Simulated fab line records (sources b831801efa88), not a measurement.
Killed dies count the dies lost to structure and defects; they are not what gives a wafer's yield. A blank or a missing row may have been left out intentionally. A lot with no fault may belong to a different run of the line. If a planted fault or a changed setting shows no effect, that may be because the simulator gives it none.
The tool behind it: which one? + flow sky130 + 6 lots, 18 wafers sampled, at 3 steps of a route of 708

== WHAT EACH GAUGE READ, for each wafer ==
SKY_SD_N_TW_MEAS_12.
| lot  | measured     | on            | SD_N_TW                   |
|------|--------------|---------------|---------------------------|
| L339 | day 28 10:07 | film metro-04 | 4031 4027 4041            |
| L341 | day 29 07:13 | film metro-02 | 3956 3945 3951            |
| L345 | day 30 14:06 | film metro-02 | 3979 3988 3977            |
| L347 | day 31 12:19 | film metro-04 | 4047 4070 4047            |
| L349 | day 32 00:46 | film metro-03 | 3991 3990 3982            |
| L356 | day 34 13:52 | film metro-03 | 3998 30 3981 3990 30 3969 |

== WHICH TOOL RAN EACH LOT (tool, then ch and the chambers of the sampled wafers, then the start) ==
| lot  | SKY_VT_ADJUST_LVTN_STRIP_09          | SKY_SD_N_DEVELOP_06               |
|------|--------------------------------------|-----------------------------------|
| L339 | plasma asher-04 ch 1, day 7 09:21    | litho track-02 ch 0, day 28 09:25 |
| L341 | plasma asher-03 ch 0,1, day 7 23:57  | litho track-02 ch 0, day 29 06:32 |
| L345 | plasma asher-01 ch 0,1, day 8 22:48  | litho track-01 ch 0, day 30 13:23 |
| L347 | plasma asher-04 ch 0,1, day 9 15:24  | litho track-02 ch 0, day 31 11:38 |
| L349 | plasma asher-01 ch 0,1, day 10 03:26 | litho track-02 ch 0, day 32 00:05 |
| L356 | plasma asher-03 ch 0, day 12 04:30   | litho track-03 ch 0, day 34 10:58 |
- SKY_VT_ADJUST_LVTN_STRIP_09: strips in O2/N2.
- SKY_SD_N_DEVELOP_06: develop time 60 s.

== THE ANSWER, worked out from the rows above alone ==
Rule: the lots themselves supply what counts as usual. Put in order of their means at a reading, lots are off if they are a third of the lots or fewer, leave a main group of 4 or more, and stand apart from it by a gap of 3 or more times the standard deviation of the main group's means; of several such gaps the widest counts. A main group whose means are all the same, to the digits that the tables above print for the reading, isn't used. A lot without any number at a reading at which 4 lots or more have one is off too. Where the step has rows for the other lots, those lots are counted as sound.
Off: at SKY_SD_N_TW_MEAS_12 (SD_N_TW), L356. The main group: mean 4001, standard deviation 37.
If a tool, at a process step before that reading, ran all the lots that are off and no sound lot after the first of them, it fits. Gauges at SKY_SD_N_TW_MEAS_12: tried the same way as those tools. Can't be told from this: 3 tools fit, plasma asher-03 at SKY_VT_ADJUST_LVTN_STRIP_09, litho track-03 at SKY_SD_N_DEVELOP_06, film metro-03 at SKY_SD_N_TW_MEAS_12.

== WHAT WAS PUT IN BY THE SIMULATOR ==
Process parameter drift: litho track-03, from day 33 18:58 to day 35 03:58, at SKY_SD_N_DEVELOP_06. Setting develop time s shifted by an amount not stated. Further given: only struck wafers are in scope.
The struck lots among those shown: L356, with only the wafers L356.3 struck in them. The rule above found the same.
